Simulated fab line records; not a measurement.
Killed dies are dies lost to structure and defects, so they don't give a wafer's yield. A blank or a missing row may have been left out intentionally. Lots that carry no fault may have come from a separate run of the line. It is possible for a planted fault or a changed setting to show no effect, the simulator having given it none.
Which tool did it? | flow sky130 | 15 lots with 45 wafers sampled at 5 steps, on a route of 708 steps

## WHAT EACH GAUGE READ, for each wafer
SKY_FIELD_ISO_THK_MEAS_25.
lot  | measured    | on            | FIELD_ISO_CVD_24_THK (nm)
L538 | day 2 07:52 | film-metro-02 | 601 602 609
L540 | day 2 20:19 | film-metro-04 | 588 591 595
L542 | day 3 05:18 | film-metro-04 | 585 589 591
L544 | day 3 15:59 | film-metro-04 | 592 596 594
L545 | day 3 20:15 | film-metro-02 | 598 587 592
L546 | day 3 23:49 | film-metro-03 | 589 598 603
L547 | day 4 05:57 | film-metro-03 | 591 587 590
L548 | day 4 11:50 | film-metro-04 | 597 600 598
L549 | day 4 15:49 | film-metro-04 | 584 592 589
L551 | day 5 04:28 | film-metro-04 | 588 587 592
L552 | day 5 09:39 | film-metro-03 | 592 591 594
L553 | day 5 15:25 | film-metro-03 | 578 587 584
L554 | day 5 19:10 | film-metro-03 | 594 592 592
L555 | day 5 23:39 | film-metro-03 | 604 596 595
L556 | day 6 02:59 | film-metro-02 | 594 592 603

SKY_NWELL_RS_MEAS_29: a four-point-probe measurement.
lot  | measured    | on            | NWELL_RS (ohm/sq)
L538 | day 5 08:39 | film-metro-01 | 622.3 622.8 621.7
L540 | day 5 22:20 | film-metro-01 | 622.2 623.8 622.3
L542 | day 6 09:29 | film-metro-01 | 624.0 625.5 626.1
L544 | day 6 21:00 | film-metro-04 | 622.1 625.0 621.9
L545 | day 7 01:12 | film-metro-01 | 624.4 623.9 624.3
L546 | day 7 04:40 | film-metro-01 | 624.3 624.6 623.2
L547 | day 7 11:46 | film-metro-04 | 623.4 625.4 624.0
L548 | day 7 19:42 | film-metro-01 | 623.4 626.7 621.6
L549 | day 8 00:16 | film-metro-01 | 624.9 625.2 622.7
L551 | day 8 12:56 | film-metro-01 | 623.4 625.6 624.1
L552 | day 8 20:52 | film-metro-04 | 650.9 652.4 650.1
L553 | day 9 02:30 | film-metro-04 | 649.5 647.8 648.3
L554 | day 9 06:53 | film-metro-01 | 655.8 651.2 655.2
L555 | day 9 14:50 | film-metro-03 | 623.8 623.2 622.8
L556 | day 9 19:51 | film-metro-01 | 623.7 625.1 623.8

SKY_VT_ADJUST_HVTR_OVL_MEAS_08.
lot  | measured     | on         | VT_ADJUST_HVTR_OVL (nm)
L538 | day 9 14:47  | overlay-01 | -0.4 -0.8 0.2
L540 | day 10 02:51 | overlay-01 | 2.9 1.4 0.3
L542 | day 10 16:46 | overlay-02 | 1.1 0.0 -0.6
L544 | day 11 08:23 | overlay-01 | -1.7 -1.2 -4.6
L545 | day 11 10:36 | overlay-02 | -0.8 0.8 -0.3
L546 | day 11 17:21 | overlay-01 | -0.2 -1.1 -0.1
L547 | day 11 22:36 | overlay-01 | -1.9 -2.4 -1.9
L548 | day 12 09:50 | overlay-01 | 0.2 -0.6 -1.3
L549 | day 12 17:31 | overlay-02 | -0.7 0.3 -0.3
L551 | day 13 09:48 | overlay-01 | 0.2 -0.2 -0.8
L555 | day 14 17:06 | overlay-01 | -2.9 -0.9 -2.0
L556 | day 14 21:12 | overlay-02 | 0.0 -1.4 -0.9

## WHAT TOOL EACH LOT RAN ON (gives the tool, then ch and the chambers of the sampled wafers, and finally the start)
lot  | SKY_NWELL_IMPLANT_13           | SKY_VT_ADJUST_HVTP_STRIP_10
L538 | implanter-01 ch 0, day 4 14:32 | plasma-asher-01 ch 0,1, day 6 02:38
L540 | implanter-04 ch 0, day 5 03:52 | plasma-asher-04 ch 0,1, day 6 17:47
L542 | implanter-04 ch 0, day 5 14:34 | plasma-asher-01 ch 0,1, day 7 04:07
L544 | implanter-02 ch 0, day 6 01:41 | plasma-asher-01 ch 0,1, day 7 16:44
L545 | implanter-04 ch 0, day 6 06:01 | plasma-asher-01 ch 1, day 7 20:58
L546 | implanter-02 ch 0, day 6 10:17 | plasma-asher-01 ch 0,1, day 8 01:01
L547 | implanter-02 ch 0, day 6 16:44 | plasma-asher-02 ch 0,1, day 8 07:58
L548 | implanter-02 ch 0, day 6 23:38 | plasma-asher-01 ch 1, day 8 16:16
L549 | implanter-02 ch 0, day 7 03:10 | plasma-asher-04 ch 0,1, day 8 21:08
L551 | implanter-04 ch 0, day 7 15:32 | plasma-asher-02 ch 0,1, day 9 11:37
L552 | implanter-02, day 8 00:20      | -
L553 | implanter-04, day 8 05:07      | -
L554 | implanter-04, day 8 10:05      | -
L555 | implanter-04 ch 0, day 8 17:20 | plasma-asher-02 ch 0,1, day 10 13:47
L556 | implanter-04 ch 0, day 8 21:52 | plasma-asher-01 ch 0,1, day 10 17:56
- SKY_NWELL_IMPLANT_13
- SKY_VT_ADJUST_HVTP_STRIP_10: strips in O2/N2.

## WHAT THE TOOLS THEMSELVES READ (means of the sampled wafers that have a number; where no wafer has one, the mark that the record gives instead)
SKY_NWELL_IMPLANT_13.
lot  | tool         | beam-energy-keV | beam-on-s (s)
L538 | implanter-01 | 50.004          | 9.90
L540 | implanter-04 | 49.997          | 10.13
L542 | implanter-04 | 50.027          | 10.09
L544 | implanter-02 | 50.011          | 9.80
L545 | implanter-04 | 50.000          | 9.85
L546 | implanter-02 | 50.007          | 10.19
L547 | implanter-02 | 50.001          | 9.99
L548 | implanter-02 | 49.988          | 10.17
L549 | implanter-02 | 49.993          | 9.97
L551 | implanter-04 | 50.014          | 10.01
L552 | implanter-02 | -               | -
L553 | implanter-04 | -               | -
L554 | implanter-04 | -               | -
L555 | implanter-04 | 50.007          | 9.73
L556 | implanter-04 | 49.991          | 10.07

SKY_VT_ADJUST_HVTP_STRIP_10.
lot  | tool            | chamber-pressure-mTorr (mTorr) | drypump-motor-current-A (A) | oes-product-au (a.u.) | strip-time-to-endpoint-s (s)
L538 | plasma-asher-01 | 1500.2                         | 5.4                         | 0.712                 | 14.18
L540 | plasma-asher-04 | 1499.2                         | 6.1                         | 0.719                 | 14.11
L542 | plasma-asher-01 | 1503.0                         | 5.5                         | 0.714                 | 14.24
L544 | plasma-asher-01 | 1501.3                         | 5.5                         | 0.716                 | 14.14
L545 | plasma-asher-01 | 1500.2                         | 5.6                         | 0.713                 | 14.13
L546 | plasma-asher-01 | 1500.4                         | 5.4                         | 0.712                 | 14.13
L547 | plasma-asher-02 | 1499.7                         | 5.5                         | 0.710                 | 14.20
L548 | plasma-asher-01 | 1500.8                         | 5.6                         | 0.720                 | 14.13
L549 | plasma-asher-04 | 1499.9                         | 6.0                         | 0.713                 | 14.20
L551 | plasma-asher-02 | 1500.1                         | 5.6                         | 0.717                 | 14.19
L555 | plasma-asher-02 | 1501.2                         | 5.5                         | 0.715                 | 14.18
L556 | plasma-asher-01 | 1499.0                         | 5.4                         | 0.718                 | 14.14

## THE ANSWER, worked out from the rows above alone
Rule: the lots themselves supply what counts as usual. Put in order of their means at a reading, lots are off if they are a third of the lots or fewer, leave a main group of 4 or more, and stand apart from it by a gap of 3 or more times the standard deviation of the main group's means; of several such gaps the widest counts. If all means in a main group match to the digits the tables above print for the reading, that group is not used. Also off: a lot with no number at a reading for which 4 or more lots have one. All remaining lots with rows at the step are treated as sound. First the gauges in route order, then the tools' own readings, where a lot's mean is used as printed above. The first step at which some lot is off is used, and at that step the reading that is off furthest; a lot without a number counts as furthest.
Off: L552, L553, L554, seen at SKY_NWELL_RS_MEAS_29 (NWELL_RS). For the main group the mean is 623.8 ohm/sq and the standard deviation 0.79.
A tool fits if, at a process step before that reading, it ran every lot that is off, and no sound lot after the first of them. Not tried: the gauges at SKY_NWELL_RS_MEAS_29; whatever is off there is also off at SKY_NWELL_IMPLANT_13, on other tools, and gauge error can't account for it. None of those tried fits.

## WHAT THE SIMULATOR HAD PUT IN
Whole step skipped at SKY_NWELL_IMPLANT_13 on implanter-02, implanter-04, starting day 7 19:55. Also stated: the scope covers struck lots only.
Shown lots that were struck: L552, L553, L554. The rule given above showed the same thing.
